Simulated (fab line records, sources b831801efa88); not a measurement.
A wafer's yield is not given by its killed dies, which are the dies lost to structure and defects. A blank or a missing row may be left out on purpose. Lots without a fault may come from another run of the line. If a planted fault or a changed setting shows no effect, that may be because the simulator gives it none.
fab line records	flow gf180mcu
[record] lots = 12	wafers = 36	last_day = 34
route steps=602 shown CONTACT@292 V1@339
lots with no fault: from the same line, run without faults
start_h: hours from the record's opening day to when the first of the lot's shown wafers began	wait_h: how many hours have passed since the lot's step before this one	" as in the row above	L1.1+2: one row covering several wafers at once	- no value, or no start given	* or withheld: withheld	< > ~ a bound
route shown NAME@n: NAME is a module with steps in the file, n the number in the route of the first one	usual: the fault-free wafers' mean and standard deviation	same: alike in all rows	chamber/n: place in a boat	sites: per-site readings	_std_site: standard deviation of those values	_edge_site: inner sites' mean taken away from outer sites' mean	radius_mm: for every site, how far away it sits from the centre of the wafer	mask NAME#n: copy n	behind: the last tool/chamber to shape the wafer	hold: the reason the lot was held/the length of the hold in hours/how it ended	device: whichever transistor did not switch (one of n, p or np)	end of line: tests run on the same wafers once the route is complete	for a step that has no rows: nothing shown but its recipe	killed: the dies lost at the first sort to structure and to defects; this is not the yield of the wafer	map: dies across one wafer; x = killed, . = not, _ = none there
set.NAME: setting as actually run; set.NAME@STEP: the setting as run at that earlier step	model.NAME: the simulator's own value behind a step, which no gauge read
the route's steps for a sample of lots (tables are steps, rows are wafers)
services: when a tool's chamber went out of use (start_h, in hours from the record's first day, below 0 if earlier), for how many hours, and the reason
[[steps]]
[step GF_CONTACT_BOW_MEAS_05]
[recipe] mode = bow
[usual] CONTACT_BOW = 66/6.5
lot.wafer	tool	chamber	start_h	wait_h	CONTACT_BOW[um]
L568.2	film_metro-03	-	341.61	0.2	73
L568.4	"	-	"	"	70
L568.5	"	-	"	"	70
L569.1	film_metro-04	-	353.30	0.2	65
L569.4	"	-	"	"	76
L569.6	"	-	"	"	73
L571.2	film_metro-04	-	365.45	0.2	62
L571.4	"	-	"	"	60
L571.6	"	-	"	"	71
L574.2	film_metro-01	-	407.78	0.2	56
L574.4	"	-	"	"	72
L574.5	"	-	"	"	71
L575.1	film_metro-01	-	411.98	0.1	67
L575.3	"	-	"	"	56
L575.4	"	-	"	"	67
L578.2	film_metro-03	-	441.00	0.3	68
L578.4	"	-	"	"	69
L578.5	"	-	"	"	77
L577.1	film_metro-01	-	444.02	0.2	68
L577.3	"	-	"	"	65
L577.6	"	-	"	"	69
L581.2	film_metro-04	-	466.65	0.1	75
L581.3	"	-	"	"	72
L581.6	"	-	"	"	71
L582.2	film_metro-01	-	467.28	0.3	61
L582.3	"	-	"	"	71
L582.5	"	-	"	"	70
L584.1	film_metro-03	-	481.54	0.1	69
L584.2	"	-	"	"	61
L584.5	"	-	"	"	69
L587.2	film_metro-01	-	517.84	0.3	52
L587.5	"	-	"	"	57
L587.6	"	-	"	"	76
L590.1	film_metro-01	-	550.92	0.1	63
L590.4	"	-	"	"	60
L590.5	"	-	"	"	62
[step GF_V1_CMP_04]
[recipe] material = SiO2	down_force_psi = 4	platen_rpm = 60	pad_velocity_m_s = 0.94248
[usual] motor_current_A = 12.1/1.3	time_to_endpoint_s = 80/5.1
lot.wafer	tool	chamber	start_h	wait_h	motor_current_A	time_to_endpoint_s
L568.2	cmp-02	1	388.49	0.1	11.6	76
L568.4	"	2	"	"	12.8	77
L568.5	"	0	"	"	12.8	84
L569.4	cmp-01	0	401.13	0.1	9.4	94
L569.1	"	1	"	"	14.0	86
L569.6	"	0	"	"	9.2	88
L571.4	cmp-01	2	413.24	0.1	12.3	86
L571.2	"	3	"	"	11.6	78
L571.6	"	1	"	"	13.8	86
L574.4	cmp-01	2	459.66	0.1	11.5	92
L574.2	"	3	"	"	12.3	79
L574.5	"	1	"	"	14.1	89
L575.1	cmp-02	1	462.33	0.1	12.1	77
L575.4	"	2	"	"	13.2	75
L575.3	"	3	"	"	12.4	76
L578.2	cmp-02	0	491.15	0.1	12.3	83
L578.4	"	2	"	"	12.3	78
L578.5	"	3	"	"	12.0	87
L577.3	cmp-02	3	494.72	0.1	12.6	83
L577.1	"	0	"	"	13.1	85
L577.6	"	3	"	"	12.9	85
L581.2	cmp-01	1	516.53	0.1	12.7	78
L581.3	"	2	"	"	12.4	78
L581.6	"	0	"	"	9.6	76
L582.3	cmp-02	0	517.10	0.0	13.0	105
L582.2	"	1	"	"	11.1	101
L582.5	"	1	"	"	11.5	105
L584.2	cmp-02	0	531.21	0.1	12.7	112
L584.1	"	1	"	"	11.3	108
L584.5	"	3	"	"	12.8	116
L587.2	cmp-01	0	565.76	0.0	9.7	73
L587.5	"	0	"	"	10.0	80
L587.6	"	1	"	"	13.8	79
L590.4	cmp-01	1	597.05	0.1	13.3	79
L590.1	"	2	"	"	12.6	80
L590.5	"	3	"	"	12.2	78
[step GF_V1_ETCH_16]
[recipe] chemistry = N2/H2	target_depth_a = withheld	overetch_a = withheld	time_s = withheld	target = BARC	ion_energy_ev = 200	source_w = 500	bias_w = 100	pressure_mtorr = 30	n2_flow_sccm = 100	h2_flow_sccm = 200
[usual] drypump_motor_current_A = 6.1/0.33	oes_product_au = 0.855/0.0046	throttle_valve_pct = 13.225/0.0094
lot.wafer	tool	chamber	start_h	wait_h	drypump_motor_current_A	oes_product_au	throttle_valve_pct
L568.2	rie_diel-01	0	411.78	0.0	6.5	0.855	13.224
L568.4	"	2	"	"	5.8	0.862	13.220
L568.5	"	2	"	"	5.8	0.847	13.224
L569.1	rie_diel-01	3	424.56	0.0	6.4	0.849	13.220
L569.4	"	1	"	"	5.6	0.863	13.208
L569.6	"	1	"	"	5.6	0.852	13.238
L571.2	rie_diel-02	1	437.16	0.0	5.5	0.851	13.228
L571.4	"	0	"	"	5.9	0.853	13.198
L571.6	"	1	"	"	5.5	0.851	13.226
L574.2	rie_diel-04	0	483.96	0.0	6.3	0.860	13.232
L574.4	"	1	"	"	6.0	0.851	13.229
L574.5	"	0	"	"	6.4	0.854	13.242
L575.1	rie_diel-04	2	486.90	0.0	6.3	0.860	13.237
L575.3	"	1	"	"	6.0	0.849	13.222
L575.4	"	3	"	"	6.1	0.856	13.225
L578.2	rie_diel-04	1	514.58	0.0	6.0	0.861	13.224
L578.4	"	3	"	"	6.1	0.858	13.220
L578.5	"	1	"	"	6.0	0.852	13.233
L577.1	rie_diel-04	3	518.26	0.0	6.1	0.855	13.232
L577.3	"	1	"	"	6.0	0.849	13.227
L577.6	"	1	"	"	6.0	0.852	13.214
L581.2	rie_diel-01	3	539.28	0.0	6.4	0.855	13.221
L581.3	"	1	"	"	5.6	0.858	13.224
L581.6	"	1	"	"	5.6	0.856	13.238
L582.2	rie_diel-02	1	539.86	0.0	5.5	0.855	13.211
L582.3	"	3	"	"	6.4	0.852	13.222
L582.5	"	3	"	"	6.5	0.861	13.232
L584.1	rie_diel-01	2	554.45	0.0	5.8	0.863	13.217
L584.2	"	3	"	"	6.4	0.861	13.226
L584.5	"	1	"	"	5.6	0.858	13.226
L587.2	rie_diel-02	3	587.80	0.0	6.5	0.855	13.236
L587.5	"	1	"	"	5.5	0.853	13.225
L587.6	"	0	"	"	5.9	0.857	13.235
L590.1	rie_diel-04	2	617.98	0.0	6.3	0.859	13.228
L590.4	"	0	"	"	6.4	0.843	13.200
L590.5	"	1	"	"	6.0	0.863	13.212
[step GF_V1_ETCH_17]
[recipe] chemistry = C4F8/O2/Ar	mask_material = KrF	target = SiO2	stop_on = TiN	source_w = 1500	bias_w = 1200	pressure_mtorr = 40	c4f8_flow_sccm = withheld	O2_flow_sccm = 6	Ar_flow_sccm = 300	time_s = withheld	target_depth_a = 6300
[usual] oes_product_au = 0.856/0.0048
lot.wafer	tool	chamber	start_h	wait_h	oes_product_au
L568.2	rie_diel-01	0	-	-	0.852
L568.4	"	2	"	"	0.851
L568.5	"	2	"	"	0.851
L569.1	rie_diel-01	3	-	-	0.863
L569.4	"	1	"	"	0.856
L569.6	"	1	"	"	0.849
L571.2	rie_diel-02	1	-	-	0.849
L571.4	"	0	"	"	0.847
L571.6	"	1	"	"	0.863
L574.2	rie_diel-04	0	-	-	0.857
L574.4	"	1	"	"	0.860
L574.5	"	0	"	"	0.855
L575.1	rie_diel-04	2	-	-	0.859
L575.3	"	1	"	"	0.855
L575.4	"	3	"	"	0.861
L578.2	rie_diel-04	1	-	-	0.855
L578.4	"	3	"	"	0.854
L578.5	"	1	"	"	0.861
L577.1	rie_diel-04	3	-	-	0.849
L577.3	"	1	"	"	0.859
L577.6	"	1	"	"	0.860
L581.2	rie_diel-01	3	-	-	0.855
L581.3	"	1	"	"	0.858
L581.6	"	1	"	"	0.862
L582.2	rie_diel-02	1	-	-	0.915
L582.3	"	3	"	"	0.913
L582.5	"	3	"	"	0.911
L584.1	rie_diel-01	2	-	-	0.908
L584.2	"	3	"	"	0.919
L584.5	"	1	"	"	0.918
L587.2	rie_diel-02	3	-	-	0.850
L587.5	"	1	"	"	0.851
L587.6	"	0	"	"	0.856
L590.1	rie_diel-04	2	-	-	0.864
L590.4	"	0	"	"	0.852
L590.5	"	1	"	"	0.851
[step GF_V1_STRIP_18]
[recipe] chemistry = O2/N2	power_w = 1400	pressure_mtorr = 1500	platen_temp_c = 250	o2_flow_sccm = 3000	n2_flow_sccm = 300	overash_fraction = 0.5
[usual] drypump_motor_current_A = 5.6/0.36	heater_power_w = 336/25	o2_flow_sccm = 3001/7.4	oes_product_au = 0.592/0.0051
lot.wafer	tool	chamber	start_h	wait_h	drypump_motor_current_A	heater_power_w	o2_flow_sccm	oes_product_au	rf_hours_counter_h
L568.2	plasma_asher-04	0	411.91	-	5.5	352	3005	0.592	74
L568.4	"	1	"	"	6.2	272	3005	0.599	-
L568.5	"	1	"	"	6.3	264	2997	0.597	-
L569.1	plasma_asher-03	0	424.69	-	5.5	348	3016	0.588	80
L569.4	"	0	"	"	5.5	346	2999	0.587	-
L569.6	"	1	"	"	5.1	348	2997	0.587	-
L571.2	plasma_asher-03	0	437.29	-	5.5	362	3004	0.598	82
L571.4	"	1	"	"	5.1	354	3019	0.588	-
L571.6	"	1	"	"	5.1	349	2997	0.588	-
L574.2	plasma_asher-03	1	484.09	-	5.1	352	3006	0.596	87
L574.4	"	1	"	"	5.1	356	2984	0.589	-
L574.5	"	0	"	"	5.4	349	2988	0.588	-
L575.1	plasma_asher-01	1	487.03	-	6.0	346	2985	0.588	68
L575.3	"	0	"	"	5.7	306	2997	0.586	-
L575.4	"	1	"	"	6.0	355	2992	0.599	-
L578.2	plasma_asher-04	1	514.71	-	6.2	280	2994	0.585	7
L578.4	"	0	"	"	5.6	344	2992	0.586	-
L578.5	"	1	"	"	6.2	284	2990	0.589	-
L577.1	plasma_asher-04	0	518.39	-	5.6	350	3005	0.597	8
L577.3	"	1	"	"	6.2	278	2996	0.592	-
L577.6	"	0	"	"	5.6	362	3002	0.601	-
L581.2	plasma_asher-01	0	539.41	-	5.7	308	2991	0.588	73
L581.3	"	1	"	"	6.0	355	3002	0.589	-
L581.6	"	0	"	"	5.7	313	2992	0.605	-
L582.2	plasma_asher-03	1	539.99	-	5.1	354	3008	0.595	93
L582.3	"	1	"	"	5.1	355	3005	0.604	-
L582.5	"	0	"	"	5.4	344	2993	0.595	-
L584.1	plasma_asher-01	0	554.58	-	5.7	316	3009	0.592	74
L584.2	"	1	"	"	6.0	350	2998	0.600	74
L584.5	"	1	"	"	6.0	360	3000	0.588	-
L587.2	plasma_asher-04	1	587.93	-	6.3	280	2995	0.593	15
L587.5	"	0	"	"	5.6	351	2997	0.592	-
L587.6	"	1	"	"	6.3	279	2998	0.593	-
L590.1	plasma_asher-03	0	618.11	-	5.5	352	3012	0.597	102
L590.4	"	1	"	"	5.1	359	2999	0.602	-
L590.5	"	1	"	"	5.1	356	2997	0.598	-
[[services]]
tool	chamber	start_h	hours	kind
cmp-02	-	369.56	2.0	repair
cmp-02	-	389.91	5.8	pm
cmp-01	-	404.00	4.0	pm
rie_diel-01	-	434.00	0.6	repair
cmp-02	-	456.34	4.0	pm
rie_diel-01	3	457.31	14.8	repair
plasma_asher-03	-	468.52	2.8	pm
rie_diel-01	1	480.07	18.9	repair
rie_diel-02	2	480.81	1.6	repair
cmp-02	-	488.38	1.1	repair
rie_diel-02	3	510.02	13.4	repair
rie_diel-01	1	511.84	4.3	repair
rie_diel-02	0	516.01	6.7	repair
rie_diel-02	2	534.47	19.6	repair
rie_diel-02	3	548.21	6.8	repair
rie_diel-01	-	565.12	0.6	repair
rie_diel-02	-	569.56	0.8	repair
cmp-02	-	572.00	4.0	pm
cmp-02	-	573.02	1.0	repair
cmp-01	-	576.00	5.1	pm
rie_diel-01	2	585.84	6.3	repair
cmp-02	-	599.31	1.9	repair
rie_diel-02	0	607.27	6.7	repair
rie_diel-04	1	610.84	6.2	repair
[[key]]
[first_sign] step = GF_V1_CMP_04	reading = time_to_endpoint_s	direction = up	sigmas = 5.5	usual = *	struck = *
[effect] step = GF_V1_ETCH_17	reading = oes_product_au	direction = up	sigmas = 12	usual = 0.856	struck = 0.914
met_at GF_V1_CMP_04
struck_lots L582,L584
not_acting_at GF_CONTACT_BOW_MEAS_05,GF_V1_ETCH_16,GF_V1_STRIP_18
onset_between 494.72 517.10
[fault] kind = process_parameter_drift	tool = cmp-02	chamber = -	onset_h = 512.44	steps = GF_V1_CMP_04	channel = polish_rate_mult	offset = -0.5	shape = step	end_h = 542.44
